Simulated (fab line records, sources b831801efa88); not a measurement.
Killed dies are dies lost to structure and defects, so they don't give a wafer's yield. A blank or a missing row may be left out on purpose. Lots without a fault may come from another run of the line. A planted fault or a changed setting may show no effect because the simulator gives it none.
Which tool did it? | flow gf180mcu | 14 lots, 42 wafers sampled, at 5 steps of a route of 602

WHAT THE GAUGES READ, wafer by wafer
GF_SALICIDE_RS_MEAS_04: measures by four-point-probe. Usual: SALICIDE_TIN_RS 16.34 ohm/sq, standard deviation 0.28.
lot  | measured     | on            | SALICIDE_TIN_RS (ohm/sq) | flag
L398 | day 16 08:29 | film_metro-04 | 16.09 16.50 16.58        |
L399 | day 16 16:43 | film_metro-02 | 16.43 16.49 15.95        |
L400 | day 17 04:49 | film_metro-02 | 15.89 16.10 15.90        |
L401 | day 17 10:17 | film_metro-01 | 16.80 16.46 16.61        |
L402 | day 18 02:14 | film_metro-02 | 16.45 16.65 16.92        |
L403 | day 18 12:25 | film_metro-02 | 16.07 16.36 15.93        |
L405 | day 19 08:34 | film_metro-04 | 15.98 16.40 16.73        |
L407 | day 20 06:54 | film_metro-04 | 16.61 16.78 16.19        |
L410 | day 21 04:49 | film_metro-04 | 16.67 16.40 16.77        |
L411 | day 21 08:50 | film_metro-01 | 9.15 16.15 9.14          | OFF
L413 | day 22 10:45 | film_metro-02 | 16.18 9.11 16.01         | OFF
L414 | day 22 11:57 | film_metro-01 | 16.67 16.45 16.78        |
L416 | day 23 02:59 | film_metro-04 | 16.14 15.99 15.98        |
L417 | day 23 11:52 | film_metro-02 | 16.03 16.31 16.13        |

GF_CONTACT_BOW_MEAS_05. Usual: CONTACT_BOW 65 um, standard deviation 6.3.
lot  | measured     | on            | CONTACT_BOW (um) | flag
L398 | day 16 09:35 | film_metro-02 | 71 63 67         |
L399 | day 16 17:49 | film_metro-04 | 60 65 65         |
L400 | day 17 05:50 | film_metro-04 | 56 64 62         |
L401 | day 17 11:17 | film_metro-02 | 58 60 74         |
L402 | day 18 03:23 | film_metro-04 | 57 61 53         |
L403 | day 18 13:31 | film_metro-04 | 66 66 49         |
L405 | day 19 09:34 | film_metro-04 | 69 54 56         |
L407 | day 20 07:55 | film_metro-03 | 70 61 70         |
L410 | day 21 05:49 | film_metro-02 | 66 55 62         |
L411 | day 21 09:52 | film_metro-02 | 67 73 73         |
L413 | day 22 11:45 | film_metro-04 | 71 63 61         |
L414 | day 22 12:57 | film_metro-02 | 77 58 72         |
L416 | day 23 03:59 | film_metro-03 | 67 73 56         |
L417 | day 23 12:52 | film_metro-04 | 64 68 67         |

GF_V1_THK_MEAS_01. Usual: V1_CVD_00_THK 598 nm, standard deviation 6.
lot  | measured     | on            | V1_CVD_00_THK (nm) | flag
L398 | day 18 10:07 | film_metro-03 | 594 609 600        |
L399 | day 18 20:40 | film_metro-01 | 603 596 608        |
L400 | day 19 08:11 | film_metro-02 | 584 592 603        |
L401 | day 19 13:44 | film_metro-03 | 601 601 596        |
L402 | day 20 05:14 | film_metro-01 | 596 593 598        |
L403 | day 20 16:09 | film_metro-01 | 604 604 593        |
L405 | day 21 12:46 | film_metro-01 | 593 595 605        |
L407 | day 22 10:05 | film_metro-01 | 609 600 608        |
L410 | day 23 05:39 | film_metro-03 | 596 592 602        |
L411 | day 23 10:31 | film_metro-01 | 597 598 596        |
L413 | day 24 11:04 | film_metro-02 | 604 606 596        |
L414 | day 24 12:29 | film_metro-03 | 601 593 596        |
L416 | day 25 03:14 | film_metro-02 | 599 591 593        |
L417 | day 25 10:43 | film_metro-01 | 599 602 588        |

WHICH TOOL RAN EACH LOT (tool, then ch and the chambers of the sampled wafers, then the start)
lot  | GF_SALICIDE_SPUTTER_02       | GF_SALICIDE_RTA_06
L398 | pvd_sputter-03, day 16 08:26 | rtp_anneal-01 ch 0, day 16 08:40
L399 | pvd_sputter-03, day 16 16:40 | rtp_anneal-01 ch 0, day 16 16:54
L400 | pvd_sputter-04, day 17 04:45 | rtp_anneal-02 ch 0, day 17 05:00
L401 | pvd_sputter-04, day 17 10:10 | rtp_anneal-01 ch 0, day 17 10:27
L402 | pvd_sputter-04, day 18 02:08 | rtp_anneal-01 ch 0, day 18 02:25
L403 | pvd_sputter-04, day 18 12:22 | rtp_anneal-01 ch 0, day 18 12:35
L405 | pvd_sputter-03, day 19 08:31 | rtp_anneal-01 ch 0, day 19 08:45
L407 | pvd_sputter-03, day 20 06:51 | rtp_anneal-01 ch 0, day 20 07:05
L410 | pvd_sputter-03, day 21 04:45 | rtp_anneal-01 ch 0, day 21 04:59
L411 | pvd_sputter-04, day 21 08:45 | rtp_anneal-02 ch 0, day 21 09:01
L413 | pvd_sputter-04, day 22 10:41 | rtp_anneal-01 ch 0, day 22 10:56
L414 | pvd_sputter-03, day 22 11:53 | rtp_anneal-02 ch 0, day 22 12:08
L416 | pvd_sputter-01, day 23 02:53 | rtp_anneal-01 ch 0, day 23 03:10
L417 | pvd_sputter-03, day 23 11:49 | rtp_anneal-01 ch 0, day 23 12:03
- GF_SALICIDE_SPUTTER_02: material Co, target thk 10 nm, time 20 s.
- GF_SALICIDE_RTA_06: time 30 s.

WHAT THE TOOLS THEMSELVES READ (means of the sampled wafers that have a number; where no wafer has one, the mark that the record gives instead)
GF_SALICIDE_SPUTTER_02. Usual: throttle_valve_pct 30.3 %, standard deviation 0.77.
lot  | tool           | throttle_valve_pct (%) | flag
L398 | pvd_sputter-03 | 30.3                   |
L399 | pvd_sputter-03 | 30.8                   |
L400 | pvd_sputter-04 | 30.7                   |
L401 | pvd_sputter-04 | 30.4                   |
L402 | pvd_sputter-04 | 30.4                   |
L403 | pvd_sputter-04 | 30.6                   |
L405 | pvd_sputter-03 | 31.2                   |
L407 | pvd_sputter-03 | 29.8                   |
L410 | pvd_sputter-03 | 30.8                   |
L411 | pvd_sputter-04 | 30.6                   |
L413 | pvd_sputter-04 | 30.4                   |
L414 | pvd_sputter-03 | 30.4                   |
L416 | pvd_sputter-01 | 29.4                   |
L417 | pvd_sputter-03 | 30.3                   |

GF_SALICIDE_RTA_06. Usual: anneal_temp_c_max 532.9, standard deviation 0.52; lamp_power_pct 6.97 %, standard deviation 0.1; wafer_temp_C_max 533.3, standard deviation 1.1.
lot  | tool          | anneal_temp_c_max | lamp_power_pct (%) | wafer_temp_C_max | flag
L398 | rtp_anneal-01 | 533.0             | 7.04               | 534.6            |
L399 | rtp_anneal-01 | 532.7             | 7.04               | 534.5            |
L400 | rtp_anneal-02 | 532.9             | 6.84               | 532.3            |
L401 | rtp_anneal-01 | 532.7             | 7.04               | 533.8            |
L402 | rtp_anneal-01 | 533.4             | 7.05               | 533.6            |
L403 | rtp_anneal-01 | 533.3             | 7.04               | 533.8            |
L405 | rtp_anneal-01 | 532.4             | 7.05               | 533.6            |
L407 | rtp_anneal-01 | 532.8             | 7.04               | 532.8            |
L410 | rtp_anneal-01 | 532.7             | 7.05               | 533.8            |
L411 | rtp_anneal-02 | 532.9             | 6.83               | 532.0            |
L413 | rtp_anneal-01 | 532.9             | 7.05               | 533.4            |
L414 | rtp_anneal-02 | 532.8             | 6.84               | 532.0            |
L416 | rtp_anneal-01 | 533.0             | 7.04               | 534.6            |
L417 | rtp_anneal-01 | 532.6             | 7.05               | 534.5            |

THE ANSWER, worked out from the rows above alone
Rule: a lot is off if the mean of its wafers that have a number lies more than 3 standard deviations from the usual mean. A lot without any number at a reading at which 4 lots or more have one is off too. The other lots that the step has rows for count as sound. The gauges are gone through in route order, then the tools' own readings, and for those a lot's mean is taken as printed above. The first step at which some lot is off is used, and at that step the reading that is off furthest; a lot without a number counts as furthest.
Off: L411, L413, at GF_SALICIDE_RS_MEAS_04 (SALICIDE_TIN_RS).
A tool fits if, at a process step before that reading, it ran every lot that is off, and no sound lot after the first of them. The gauges at GF_SALICIDE_RS_MEAS_04 are tried like those tools. One fits: pvd_sputter-04 at GF_SALICIDE_SPUTTER_02. Its last sound lot is L403 (day 18 12:22), its first lot that is off L411 (day 21 08:45): a fault that began between those two fits.

WHAT THE SIMULATOR HAD PUT IN
Process parameter drift: pvd_sputter-04, from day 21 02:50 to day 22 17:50, at GF_SALICIDE_SPUTTER_02. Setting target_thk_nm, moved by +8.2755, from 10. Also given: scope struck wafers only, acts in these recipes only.
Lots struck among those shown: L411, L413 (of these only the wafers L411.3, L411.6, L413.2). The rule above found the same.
